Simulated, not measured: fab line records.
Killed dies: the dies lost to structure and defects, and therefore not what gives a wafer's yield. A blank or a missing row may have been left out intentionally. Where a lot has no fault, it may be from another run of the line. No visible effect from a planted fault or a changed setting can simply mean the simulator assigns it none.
A sampling plan put to the test	flow sky130	63 faults told of in these records, all on one fab line, each judged by the records of the lots it struck
What counts as the plan is the set of the line's own looks, namely the steps on the route at which a gauge or an inspection reads a wafer and does not change it. A look is open to judgement when struck wafers have a number at it and the file gives its usual mean and standard deviation on fault-free wafers. Caught: a look later than the fault's first step finds the struck wafers' mean 4 or more of those standard deviations (sigma) from the usual mean. On the tool: the same test on the tool's own readings at the fault's steps. If the struck wafers alone have a blank record, or they carry another recipe, that too counts as caught.

== THE FAULTS, as the simulator had put them in ==
1. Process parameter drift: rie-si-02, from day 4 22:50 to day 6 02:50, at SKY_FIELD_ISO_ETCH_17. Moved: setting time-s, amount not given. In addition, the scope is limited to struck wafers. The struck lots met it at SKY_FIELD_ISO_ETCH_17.
2. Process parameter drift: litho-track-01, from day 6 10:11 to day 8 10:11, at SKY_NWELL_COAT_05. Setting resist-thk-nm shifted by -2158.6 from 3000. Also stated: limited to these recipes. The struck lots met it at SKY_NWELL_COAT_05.
3. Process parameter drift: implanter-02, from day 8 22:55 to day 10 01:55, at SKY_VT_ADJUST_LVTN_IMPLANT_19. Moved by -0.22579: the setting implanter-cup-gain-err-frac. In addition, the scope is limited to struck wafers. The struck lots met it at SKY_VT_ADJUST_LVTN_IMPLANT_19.
4. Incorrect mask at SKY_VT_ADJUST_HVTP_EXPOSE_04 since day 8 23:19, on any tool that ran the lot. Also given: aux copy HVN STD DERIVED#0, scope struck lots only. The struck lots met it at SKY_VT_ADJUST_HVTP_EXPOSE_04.
5. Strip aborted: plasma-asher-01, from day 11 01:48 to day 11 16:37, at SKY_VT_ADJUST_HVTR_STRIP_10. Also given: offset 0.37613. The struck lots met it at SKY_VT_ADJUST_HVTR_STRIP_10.
6. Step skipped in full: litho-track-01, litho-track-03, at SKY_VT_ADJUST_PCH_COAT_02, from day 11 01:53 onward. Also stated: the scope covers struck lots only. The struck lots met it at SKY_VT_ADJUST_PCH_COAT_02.
7. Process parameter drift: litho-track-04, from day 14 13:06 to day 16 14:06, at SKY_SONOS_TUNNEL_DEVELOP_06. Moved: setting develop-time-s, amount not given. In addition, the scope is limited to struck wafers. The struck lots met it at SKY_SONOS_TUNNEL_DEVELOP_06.
8. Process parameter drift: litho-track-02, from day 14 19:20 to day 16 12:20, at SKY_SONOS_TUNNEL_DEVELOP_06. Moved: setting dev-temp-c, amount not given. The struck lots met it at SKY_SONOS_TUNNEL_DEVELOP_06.
9. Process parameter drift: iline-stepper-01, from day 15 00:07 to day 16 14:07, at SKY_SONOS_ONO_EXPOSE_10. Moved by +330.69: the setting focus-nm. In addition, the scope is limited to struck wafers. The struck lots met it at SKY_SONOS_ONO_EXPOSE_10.
10. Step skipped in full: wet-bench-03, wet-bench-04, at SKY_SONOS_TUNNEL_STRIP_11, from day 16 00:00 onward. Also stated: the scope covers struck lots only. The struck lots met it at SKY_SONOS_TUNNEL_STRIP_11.
11. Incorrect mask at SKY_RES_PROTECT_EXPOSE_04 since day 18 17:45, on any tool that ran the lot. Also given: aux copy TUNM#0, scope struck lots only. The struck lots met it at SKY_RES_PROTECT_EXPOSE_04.
12. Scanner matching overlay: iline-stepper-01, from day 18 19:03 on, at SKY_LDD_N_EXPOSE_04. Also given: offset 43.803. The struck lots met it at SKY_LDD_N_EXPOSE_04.
13. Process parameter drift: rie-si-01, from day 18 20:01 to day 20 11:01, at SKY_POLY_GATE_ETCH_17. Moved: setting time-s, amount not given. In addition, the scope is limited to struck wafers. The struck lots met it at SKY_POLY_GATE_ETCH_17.
14. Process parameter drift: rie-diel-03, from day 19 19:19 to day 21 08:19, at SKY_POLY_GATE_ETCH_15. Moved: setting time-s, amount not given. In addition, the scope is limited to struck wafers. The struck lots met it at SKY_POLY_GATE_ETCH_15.
15. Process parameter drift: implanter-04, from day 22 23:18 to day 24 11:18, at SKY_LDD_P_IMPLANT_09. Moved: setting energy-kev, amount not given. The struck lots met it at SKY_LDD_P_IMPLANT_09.
16. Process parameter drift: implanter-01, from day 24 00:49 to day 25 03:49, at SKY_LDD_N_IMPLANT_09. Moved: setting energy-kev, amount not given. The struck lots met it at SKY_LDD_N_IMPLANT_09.
17. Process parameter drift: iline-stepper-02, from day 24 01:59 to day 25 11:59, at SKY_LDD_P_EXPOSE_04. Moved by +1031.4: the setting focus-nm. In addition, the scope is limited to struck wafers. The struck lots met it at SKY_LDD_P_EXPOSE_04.
18. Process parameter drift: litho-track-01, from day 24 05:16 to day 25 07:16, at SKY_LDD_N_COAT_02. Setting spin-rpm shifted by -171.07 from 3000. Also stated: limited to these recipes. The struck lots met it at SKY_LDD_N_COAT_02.
19. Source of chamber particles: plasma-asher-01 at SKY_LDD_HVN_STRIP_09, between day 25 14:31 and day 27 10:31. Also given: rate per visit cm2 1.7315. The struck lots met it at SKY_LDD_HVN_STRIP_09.
20. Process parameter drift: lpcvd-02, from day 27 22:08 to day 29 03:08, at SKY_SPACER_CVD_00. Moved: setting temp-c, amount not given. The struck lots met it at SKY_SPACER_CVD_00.
21. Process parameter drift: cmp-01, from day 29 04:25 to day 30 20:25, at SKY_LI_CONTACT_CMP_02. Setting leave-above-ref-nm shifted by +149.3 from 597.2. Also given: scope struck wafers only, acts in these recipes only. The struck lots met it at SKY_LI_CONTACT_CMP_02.
22. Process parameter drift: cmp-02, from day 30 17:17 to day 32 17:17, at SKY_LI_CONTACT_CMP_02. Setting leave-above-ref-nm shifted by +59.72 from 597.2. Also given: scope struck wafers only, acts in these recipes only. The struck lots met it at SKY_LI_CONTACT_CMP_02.
23. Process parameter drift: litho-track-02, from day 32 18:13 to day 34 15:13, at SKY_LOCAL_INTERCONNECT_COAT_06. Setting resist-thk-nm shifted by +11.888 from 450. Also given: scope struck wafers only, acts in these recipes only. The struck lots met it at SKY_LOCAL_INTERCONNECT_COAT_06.
24. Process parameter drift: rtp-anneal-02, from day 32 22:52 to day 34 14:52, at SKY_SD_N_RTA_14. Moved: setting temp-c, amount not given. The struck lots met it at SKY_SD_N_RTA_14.
25. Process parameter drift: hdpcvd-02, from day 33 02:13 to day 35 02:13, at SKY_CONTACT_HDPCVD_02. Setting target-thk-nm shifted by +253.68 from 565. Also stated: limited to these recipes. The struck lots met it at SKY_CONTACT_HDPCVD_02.
26. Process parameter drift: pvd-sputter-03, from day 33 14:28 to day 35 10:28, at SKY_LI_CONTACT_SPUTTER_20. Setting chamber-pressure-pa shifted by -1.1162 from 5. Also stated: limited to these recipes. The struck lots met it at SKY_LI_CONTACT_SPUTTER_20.
27. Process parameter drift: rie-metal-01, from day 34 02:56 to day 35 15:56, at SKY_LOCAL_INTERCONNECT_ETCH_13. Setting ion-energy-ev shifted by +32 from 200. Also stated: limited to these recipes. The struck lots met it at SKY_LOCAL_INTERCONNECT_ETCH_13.
28. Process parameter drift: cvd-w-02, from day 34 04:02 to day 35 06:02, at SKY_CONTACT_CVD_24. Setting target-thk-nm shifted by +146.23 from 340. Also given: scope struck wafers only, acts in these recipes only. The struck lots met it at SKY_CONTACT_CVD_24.
29. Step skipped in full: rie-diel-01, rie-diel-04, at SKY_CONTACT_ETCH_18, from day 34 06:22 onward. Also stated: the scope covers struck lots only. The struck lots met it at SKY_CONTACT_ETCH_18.
30. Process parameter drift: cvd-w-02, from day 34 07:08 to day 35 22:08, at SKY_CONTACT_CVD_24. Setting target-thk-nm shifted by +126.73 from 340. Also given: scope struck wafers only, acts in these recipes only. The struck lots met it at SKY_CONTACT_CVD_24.
31. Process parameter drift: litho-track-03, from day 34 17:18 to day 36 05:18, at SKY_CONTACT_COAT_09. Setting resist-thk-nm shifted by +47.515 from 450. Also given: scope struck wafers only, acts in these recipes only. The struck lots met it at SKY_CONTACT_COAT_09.
32. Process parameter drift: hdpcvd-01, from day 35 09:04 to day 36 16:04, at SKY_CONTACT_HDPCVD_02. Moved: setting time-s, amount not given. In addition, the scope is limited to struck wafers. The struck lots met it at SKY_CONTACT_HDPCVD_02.
33. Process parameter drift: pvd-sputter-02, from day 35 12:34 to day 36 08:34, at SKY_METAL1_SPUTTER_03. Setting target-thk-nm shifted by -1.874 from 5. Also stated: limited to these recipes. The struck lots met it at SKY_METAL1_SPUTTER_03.
34. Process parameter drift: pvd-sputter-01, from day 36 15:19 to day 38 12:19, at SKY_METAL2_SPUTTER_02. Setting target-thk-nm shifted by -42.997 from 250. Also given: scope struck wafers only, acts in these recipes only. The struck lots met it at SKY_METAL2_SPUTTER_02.
35. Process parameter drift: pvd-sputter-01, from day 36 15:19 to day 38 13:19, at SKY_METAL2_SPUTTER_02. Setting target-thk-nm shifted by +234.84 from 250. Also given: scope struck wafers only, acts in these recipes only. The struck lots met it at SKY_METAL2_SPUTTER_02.
36. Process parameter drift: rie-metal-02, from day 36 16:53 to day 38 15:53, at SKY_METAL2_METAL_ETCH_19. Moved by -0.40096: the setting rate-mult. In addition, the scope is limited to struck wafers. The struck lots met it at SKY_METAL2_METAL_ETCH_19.
37. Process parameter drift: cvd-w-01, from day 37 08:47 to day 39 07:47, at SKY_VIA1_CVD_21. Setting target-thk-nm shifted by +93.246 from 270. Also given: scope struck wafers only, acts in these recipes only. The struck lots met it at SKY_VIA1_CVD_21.
38. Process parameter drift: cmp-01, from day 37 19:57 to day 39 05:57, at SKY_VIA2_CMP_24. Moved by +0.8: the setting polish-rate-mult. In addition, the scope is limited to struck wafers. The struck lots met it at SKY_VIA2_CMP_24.
39. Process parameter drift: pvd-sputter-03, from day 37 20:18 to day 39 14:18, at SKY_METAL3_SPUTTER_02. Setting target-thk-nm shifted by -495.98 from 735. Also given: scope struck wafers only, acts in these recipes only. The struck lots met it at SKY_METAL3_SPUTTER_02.
40. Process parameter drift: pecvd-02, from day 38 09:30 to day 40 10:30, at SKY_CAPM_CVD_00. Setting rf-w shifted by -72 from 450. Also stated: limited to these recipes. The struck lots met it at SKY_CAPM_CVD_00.
41. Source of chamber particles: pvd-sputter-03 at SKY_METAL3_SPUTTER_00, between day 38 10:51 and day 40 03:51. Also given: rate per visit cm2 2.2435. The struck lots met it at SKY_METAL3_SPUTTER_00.
42. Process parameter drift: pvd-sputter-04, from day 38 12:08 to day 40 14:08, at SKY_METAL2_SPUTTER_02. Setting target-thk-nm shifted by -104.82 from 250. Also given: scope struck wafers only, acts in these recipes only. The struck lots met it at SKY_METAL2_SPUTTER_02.
43. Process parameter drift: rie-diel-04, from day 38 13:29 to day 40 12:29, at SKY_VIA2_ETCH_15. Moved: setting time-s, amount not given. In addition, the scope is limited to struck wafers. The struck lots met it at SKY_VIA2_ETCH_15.
44. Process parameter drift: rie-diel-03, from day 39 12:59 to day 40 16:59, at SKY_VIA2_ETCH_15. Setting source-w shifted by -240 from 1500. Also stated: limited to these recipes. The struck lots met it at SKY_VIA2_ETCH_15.
45. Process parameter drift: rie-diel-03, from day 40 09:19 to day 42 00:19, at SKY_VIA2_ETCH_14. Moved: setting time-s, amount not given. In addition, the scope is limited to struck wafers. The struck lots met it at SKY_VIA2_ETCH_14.
46. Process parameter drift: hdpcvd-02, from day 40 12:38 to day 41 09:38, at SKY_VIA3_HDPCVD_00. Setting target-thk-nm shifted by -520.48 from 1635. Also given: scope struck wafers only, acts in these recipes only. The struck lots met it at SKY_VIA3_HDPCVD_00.
47. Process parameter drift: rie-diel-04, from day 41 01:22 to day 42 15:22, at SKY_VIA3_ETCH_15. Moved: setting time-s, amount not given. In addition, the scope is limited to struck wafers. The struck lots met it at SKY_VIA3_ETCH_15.
48. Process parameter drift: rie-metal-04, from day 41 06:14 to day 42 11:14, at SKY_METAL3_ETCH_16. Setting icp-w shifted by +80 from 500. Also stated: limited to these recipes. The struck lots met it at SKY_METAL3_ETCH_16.
49. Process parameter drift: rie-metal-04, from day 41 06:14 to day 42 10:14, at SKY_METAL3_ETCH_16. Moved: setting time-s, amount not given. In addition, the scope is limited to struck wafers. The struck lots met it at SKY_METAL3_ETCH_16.
50. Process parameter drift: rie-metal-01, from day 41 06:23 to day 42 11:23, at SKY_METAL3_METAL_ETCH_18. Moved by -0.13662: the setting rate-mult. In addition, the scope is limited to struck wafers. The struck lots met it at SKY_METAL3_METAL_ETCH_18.
51. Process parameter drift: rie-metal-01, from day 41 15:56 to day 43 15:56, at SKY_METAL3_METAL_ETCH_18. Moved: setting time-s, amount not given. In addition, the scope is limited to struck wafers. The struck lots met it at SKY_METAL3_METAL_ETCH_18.
52. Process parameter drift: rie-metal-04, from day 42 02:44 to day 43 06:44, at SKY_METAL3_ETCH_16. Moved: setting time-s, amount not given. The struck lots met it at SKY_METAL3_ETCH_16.
53. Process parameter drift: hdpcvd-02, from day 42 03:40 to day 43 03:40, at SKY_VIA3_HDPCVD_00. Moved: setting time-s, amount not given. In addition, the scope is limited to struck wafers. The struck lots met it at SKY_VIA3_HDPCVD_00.
54. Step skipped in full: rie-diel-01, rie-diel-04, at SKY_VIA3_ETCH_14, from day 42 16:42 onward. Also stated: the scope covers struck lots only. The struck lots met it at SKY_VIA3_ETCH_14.
55. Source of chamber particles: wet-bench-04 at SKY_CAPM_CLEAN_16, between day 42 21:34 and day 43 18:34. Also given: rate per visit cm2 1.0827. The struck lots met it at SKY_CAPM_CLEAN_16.
56. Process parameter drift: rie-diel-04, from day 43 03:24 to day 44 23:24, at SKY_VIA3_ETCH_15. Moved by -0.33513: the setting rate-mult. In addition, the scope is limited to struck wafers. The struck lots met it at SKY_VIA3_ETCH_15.
57. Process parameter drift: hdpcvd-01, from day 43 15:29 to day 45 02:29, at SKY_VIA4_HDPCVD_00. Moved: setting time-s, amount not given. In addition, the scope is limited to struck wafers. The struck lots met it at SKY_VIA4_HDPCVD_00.
58. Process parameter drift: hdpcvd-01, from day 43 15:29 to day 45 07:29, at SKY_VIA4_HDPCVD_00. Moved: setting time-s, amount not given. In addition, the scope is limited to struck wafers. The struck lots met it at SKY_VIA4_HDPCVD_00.
59. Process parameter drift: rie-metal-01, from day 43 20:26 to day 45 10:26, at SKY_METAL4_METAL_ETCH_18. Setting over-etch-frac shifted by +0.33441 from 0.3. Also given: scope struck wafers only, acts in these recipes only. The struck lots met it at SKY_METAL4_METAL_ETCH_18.
60. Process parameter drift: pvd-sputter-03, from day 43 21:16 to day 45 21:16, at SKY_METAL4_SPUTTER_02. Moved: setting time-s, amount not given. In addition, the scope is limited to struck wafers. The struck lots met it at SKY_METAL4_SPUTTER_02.
61. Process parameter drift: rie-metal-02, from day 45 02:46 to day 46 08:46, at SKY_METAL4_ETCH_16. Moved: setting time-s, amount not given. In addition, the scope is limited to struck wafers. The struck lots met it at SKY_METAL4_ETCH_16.
62. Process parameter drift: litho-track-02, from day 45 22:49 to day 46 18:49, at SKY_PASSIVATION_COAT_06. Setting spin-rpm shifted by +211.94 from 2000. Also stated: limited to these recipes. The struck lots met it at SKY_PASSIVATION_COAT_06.
63. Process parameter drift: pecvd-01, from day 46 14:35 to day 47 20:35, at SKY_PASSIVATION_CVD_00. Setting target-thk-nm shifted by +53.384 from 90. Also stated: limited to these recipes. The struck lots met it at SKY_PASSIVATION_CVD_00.

== WHAT THE PLAN SAW ==
fault	on the tool itself	first look that catches it	reading, sigma	median hours from its first step to that look	hours from the fault's start to the first struck lot there	judged looks passed uncaught
1	run-length-s -27 sigma	no look after it can be judged	-	-	-	0
2	no reading that can be judged	SKY_NWELL_TW_MEAS_26	NWELL_2_TW +49	31.1	34	0
3	beam-on-s +14 sigma	SKY_VT_ADJUST_LVTN_TW_MEAS_21	VT_ADJUST_LVTN_2_TW +6.2	0.2	1	0
4	no reading that can be judged	SKY_VT_ADJUST_HVTP_TW_MEAS_11	VT_ADJUST_HVTP_TW -99 or beyond	10.3	13	0
5	oes-product-au +52 sigma	SKY_VT_ADJUST_PCH_TW_MEAS_10	VT_ADJUST_PCH_TW -21	24.1	39	0
6	the tool's record is blank for the struck wafers	SKY_SONOS_TUNNEL_TW_MEAS_12	SONOS_TUNNEL_TW +6.3	35.7	39	0
7	no reading that can be judged	SKY_SONOS_TUNNEL_CD_MEAS_07	cd-nm -5.5	0.1	20	0
8	developer-temp-C +8.0 sigma	not the one look that can be judged after it	-	-	-	1
9	under 2 sigma	SKY_SONOS_ONO_CD_MEAS_13	cd-nm -4.8	12.9	24	0
10	the tool's record is blank for the struck wafers	no look after it can be judged	-	-	-	0
11	no reading that can be judged	SKY_RES_PROTECT_TW_MEAS_08	POLY_GATE_TW -99 or beyond	15.1	22	0
12	under 2 sigma	SKY_LDD_N_OVL_MEAS_07	LDD_N_OVL +29	15.3	17	0
13	run-length-s +14 sigma	no look after it can be judged	-	-	-	0
14	run-length-s +9.2 sigma	no look after it can be judged	-	-	-	0
15	beam-energy-keV +99 or beyond sigma	no look after it can be judged	-	-	-	0
16	beam-energy-keV -99 or beyond sigma	none of the 2 looks that can be judged after it	-	-	-	2
17	no reading that can be judged	SKY_LDD_P_CD_MEAS_07	cd-nm -8.8	14.1	35	0
18	spin-speed-rpm -89 sigma	no look after it can be judged	-	-	-	0
19	under 2 sigma	no look after it can be judged	-	-	-	0
20	susceptor-temp-C -13 sigma	SKY_SPACER_THK_MEAS_01	SPACER_CVD_00_THK -8.6	1.2	4	0
21	time-to-endpoint-s -5.9 sigma	none of the 2 looks that can be judged after it	-	-	-	2
22	only faintly: time-to-endpoint-s -2.4 sigma	not the one look that can be judged after it	-	-	-	1
23	under 2 sigma	no look after it can be judged	-	-	-	0
24	wafer_temp_C_max +4.5 sigma	SKY_SD_N_RS_MEAS_16	SD_N_RS -6.6	0.2	10	0
25	no reading that can be judged	SKY_CONTACT_THK_MEAS_03	CONTACT_HDPCVD_THK +51	0.1	3	0
26	chamber-pressure-pa -99 or beyond sigma	no look after it can be judged	-	-	-	0
27	under 2 sigma	no look after it can be judged	-	-	-	0
28	under 2 sigma	SKY_CONTACT_RS_MEAS_25	CONTACT_W_RS -30	0.1	5	0
29	the tool's record is blank for the struck wafers	no look after it can be judged	-	-	-	0
30	under 2 sigma	SKY_CONTACT_RS_MEAS_25	CONTACT_W_RS -27	0.1	13	0
31	under 2 sigma	not the one look that can be judged after it	-	-	-	1
32	run-length-s -23 sigma	SKY_CONTACT_THK_MEAS_03	CONTACT_HDPCVD_THK -17	0.1	6	0
33	under 2 sigma	no look after it can be judged	-	-	-	0
34	under 2 sigma	SKY_METAL2_RS_MEAS_05	METAL2_ALCU_RS +25	0.1	2	0
35	under 2 sigma	SKY_METAL2_RS_MEAS_05	METAL2_ALCU_RS -56	0.1	2	0
36	oes-product-au -19 sigma	no look after it can be judged	-	-	-	0
37	under 2 sigma	SKY_VIA1_RS_MEAS_22	VIA1_W_RS -23	0.1	5	0
38	time-to-endpoint-s -12 sigma	none of the 4 looks that can be judged after it	-	-	-	4
39	under 2 sigma	no look after it can be judged	-	-	-	0
40	rf-fwd-power-W -29 sigma	SKY_CAPM_THK_MEAS_01	CAPM_CVD_00_THK -4.7	0.0	11	0
41	under 2 sigma	no look after it can be judged	-	-	-	0
42	under 2 sigma	SKY_METAL2_RS_MEAS_05	METAL2_ALCU_RS +88	0.1	3	0
43	run-length-s -27 sigma	no look after it can be judged	-	-	-	0
44	rf-fwd-power-W -41 sigma	no look after it can be judged	-	-	-	0
45	oes-product-au +25 sigma	no look after it can be judged	-	-	-	0
46	no reading that can be judged	SKY_VIA3_THK_MEAS_01	VIA3_HDPCVD_THK -33	0.1	14	0
47	run-length-s +16 sigma	no look after it can be judged	-	-	-	0
48	rf-fwd-power-W +44 sigma	no look after it can be judged	-	-	-	0
49	run-length-s +18 sigma	no look after it can be judged	-	-	-	0
50	under 2 sigma	not the one look that can be judged after it	-	-	-	1
51	run-length-s -52 sigma	no look after it can be judged	-	-	-	0
52	run-length-s +28 sigma	no look after it can be judged	-	-	-	0
53	run-length-s -95 sigma	SKY_VIA3_THK_MEAS_01	VIA3_HDPCVD_THK -22	0.2	6	0
54	the tool's record is blank for the struck wafers	no look after it can be judged	-	-	-	0
55	no reading that can be judged	no look after it can be judged	-	-	-	0
56	oes-product-au -33 sigma	no look after it can be judged	-	-	-	0
57	run-length-s -99 or beyond sigma	SKY_VIA4_THK_MEAS_01	VIA4_HDPCVD_THK -25	0.2	10	0
58	run-length-s +12 sigma	not the one look that can be judged after it	strongest: VIA4_HDPCVD_THK at SKY_VIA4_THK_MEAS_01, +3.5	-	-	1
59	oes-product-au -18 sigma	not the one look that can be judged after it	-	-	-	1
60	under 2 sigma	not the one look that can be judged after it	-	-	-	1
61	oes-product-au +78 sigma	no look after it can be judged	-	-	-	0
62	spin-speed-rpm +99 or beyond sigma	no look after it can be judged	-	-	-	0
63	under 2 sigma	SKY_PASSIVATION_THK_MEAS_01	PASSIVATION_CVD_00_THK +48	0.0	5	0
A dash: the fault isn't caught, or these records don't give the number.

Caught at a look: 25 of 63. Caught on the tool: 36 of 63. By one or the other: 52 of 63.
Faults caught by the tool alone: 1, 8, 10, 13, 14, 15, 16, 18, 21, 26, 29, 36, 38, 43, 44, 45, 47, 48, 49, 51, 52, 54, 56, 58, 59, 61, 62.
Caught at a look alone: faults 2, 4, 7, 9, 11, 12, 17, 25, 28, 30, 34, 35, 37, 42, 46, 63.
Caught by neither: faults 19, 22, 23, 27, 31, 33, 39, 41, 50, 55, 60.

== THINNER SAMPLING ==
If the look that catches a fault measured only every second or every third lot, by lot number, the first struck lot would be measured this late in the worst case:
fault	struck lots at that look, in order of time	every lot	every second lot	every third lot
2	L220, L227	34 h	79 h	may miss all 2
3	L948, L949, L950	1 h	9 h	20 h
4	L791	13 h	may miss it	may miss it
5	L995	39 h	may miss it	may miss it
6	L672, L673	39 h	41 h	may miss all 2
7	L568, L569, L570	20 h	24 h	30 h
9	L602, L603, L604	24 h	32 h	46 h
11	L743	22 h	may miss it	may miss it
12	L407, L410, L412, L414	17 h	23 h	64 h
17	L495, L497	35 h	may miss all 2	may miss all 2
20	L212, L213	4 h	19 h	may miss all 2
24	L230	10 h	may miss it	may miss it
25	L271, L274	3 h	37 h	may miss all 2
28	L915, L916	5 h	16 h	may miss all 2
30	L700	13 h	may miss it	may miss it
32	L521, L522	6 h	16 h	may miss all 2
34	L358, L359, L360	2 h	14 h	23 h
35	L973, L974, L975	2 h	14 h	23 h
37	L494, L498	5 h	may miss all 2	may miss all 2
40	L660, L664	11 h	may miss all 2	may miss all 2
42	L185, L188	3 h	26 h	may miss all 2
46	L913	14 h	may miss it	may miss it
53	L518	6 h	may miss it	may miss it
57	L978	10 h	may miss it	may miss it
63	L293, L294	5 h	15 h	may miss all 2
Hours count from the start of the fault until the first struck lot that is measured. Since the struck wafers were tested as one group against 4 sigma, a single lot by itself may lie under the limit. Other struck lots may not be in these records.

== THE LONGEST TIMED WAY FROM STEP TO LOOK ==
Fault 6: the median time between SKY_VT_ADJUST_PCH_COAT_02 and SKY_SONOS_TUNNEL_TW_MEAS_12 is 35.7 hours. No look between them can be judged.
